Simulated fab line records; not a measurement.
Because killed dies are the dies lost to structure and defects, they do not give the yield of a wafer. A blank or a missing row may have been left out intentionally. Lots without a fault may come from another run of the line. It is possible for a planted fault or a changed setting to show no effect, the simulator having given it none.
A single fault, viewed from 2 desks ; flow gf180mcu ; each desk has only its own numbers; what lay behind them comes last

AT THE METROLOGY DESK
Lot by lot, what the gauges showed, no matter which tool ran the lot: averages of those sampled wafers that carry a number. Marked OUT: a lot whose mean sits more than 4 standard deviations from the usual mean, which makes it out of limits; the brackets give that distance.
Columns: A = VT_IMPLANT_3_TW at GF_VT_IMPLANT_TW_MEAS_32, usual 268.3; B = cdNm at GF_HV_LDD_CD_MEAS_07, usual 401.5 nm
lot;first seen here;A;B
L863;day 7 17:21;262.6;405.4
L864;day 7 17:59;268.5;404.3
L869;day 8 21:07;268.9;404.1
L870;day 9 00:27;267.5;398.4
L871;day 9 06:56;268.9;403.4
L874;day 10 03:31;267.4;402.0
L875;day 10 10:52;270.6;402.4
L876;day 10 15:22;264.2;401.9
L877;day 10 23:56;270.5;401.9
L879;day 11 15:00;267.5;399.5
L880;day 11 18:12;268.3;397.1
L881;day 12 02:13;269.8;402.1
L882;day 12 06:22;270.2;402.6
L884;day 12 20:06;271.1;404.4
L885;day 13 03:20;264.7;401.2
This desk's finding: nothing out of limits on any of the 15 lots.

THE TOOL OWNER'S DESK: lithoTrack-03
GF_PSD_PEB_05, tool's own readings: per-lot mean of the sampled wafers with a number, covering each lot this tool ran. Marked OUT: a lot whose mean sits more than 4 standard deviations from the usual mean, which makes it out of limits; the brackets give that distance.
Columns: A = exhaustPa at GF_PSD_PEB_05, usual 45.2 Pa
lot;first seen here;A
L864;day 15 07:42;44.8
L874;day 18 11:45;45.5
L875;day 18 19:09;44.8
L877;day 19 17:12;45.6
L879;day 20 08:07;45.4
L885;day 22 05:24;44.3
This desk's finding: nothing out of limits on any of the 6 lots.

TAKEN TOGETHER
Metrology desk: nothing out of limits seen.
The tool owner's desk saw nothing out of limits.

WHAT THE SIMULATOR PUT IN
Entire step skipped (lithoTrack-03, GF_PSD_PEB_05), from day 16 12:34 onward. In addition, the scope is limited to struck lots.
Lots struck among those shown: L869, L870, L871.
